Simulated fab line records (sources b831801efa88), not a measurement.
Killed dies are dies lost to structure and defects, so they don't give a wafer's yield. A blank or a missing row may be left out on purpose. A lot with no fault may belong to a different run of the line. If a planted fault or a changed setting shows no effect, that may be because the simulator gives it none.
Matching of chambers    flow gf180mcu    3 sister chambers for GF_DUAL_GATE_WET_ETCH_12 on wet-bench-03
The step etches SiO2 in dHF, target depth 13 nm, time 260 s. 6 wafers are shown with their chamber, then 5 later ones without.

## WAFERS WITH THEIR CHAMBER
wafer   chamber  temp-c (C)  bath-heat-duty-pct (%)
L354.5  2        24.96       6.3
L354.6  2        24.91       7.4
L358.6  0        25.07       5.7
L363.3  3        25.16       6.9
L363.6  3        25.00       6.6
L364.2  0        24.89       6.1

## WAFERS WHOSE CHAMBER IS MISSING
wafer   temp-c (C)  bath-heat-duty-pct (%)
L364.4  25.05       7.3
L364.6  25.02       6.2
L369.1  24.96       6.7
L369.3  25.01       6.2
L369.6  25.07       5.9

## EACH ONE'S CHAMBER
wafer   from the rows above           in truth
L364.4  can't be placed: 3 or 2 or 0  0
L364.6  can't be placed: 0 or 3 or 2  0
L369.1  can't be placed: 2 or 3 or 0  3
L369.3  can't be placed: 0 or 3 or 2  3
L369.6  can't be placed: 0 or 3 or 2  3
Placed correctly: 0 of 5. These rows do not allow placing 5 (true chamber among the candidates in 5). Wrongly placed: 0.
How it was worked out, from the rows above alone: a wafer's distance from a chamber is the root of the sum, over the readings, of the square of ((its reading less the chamber's mean) divided by the reading's scatter). If the next closest chamber is less than 2 further off than the closest, the wafer can't be placed; otherwise it belongs to the closest. For every chamber, the mean is computed from those of its wafers that are shown. The scatter: the root of (the sum of the squares of (reading less its chamber's mean) over the shown wafers, divided by (wafers less chambers)).
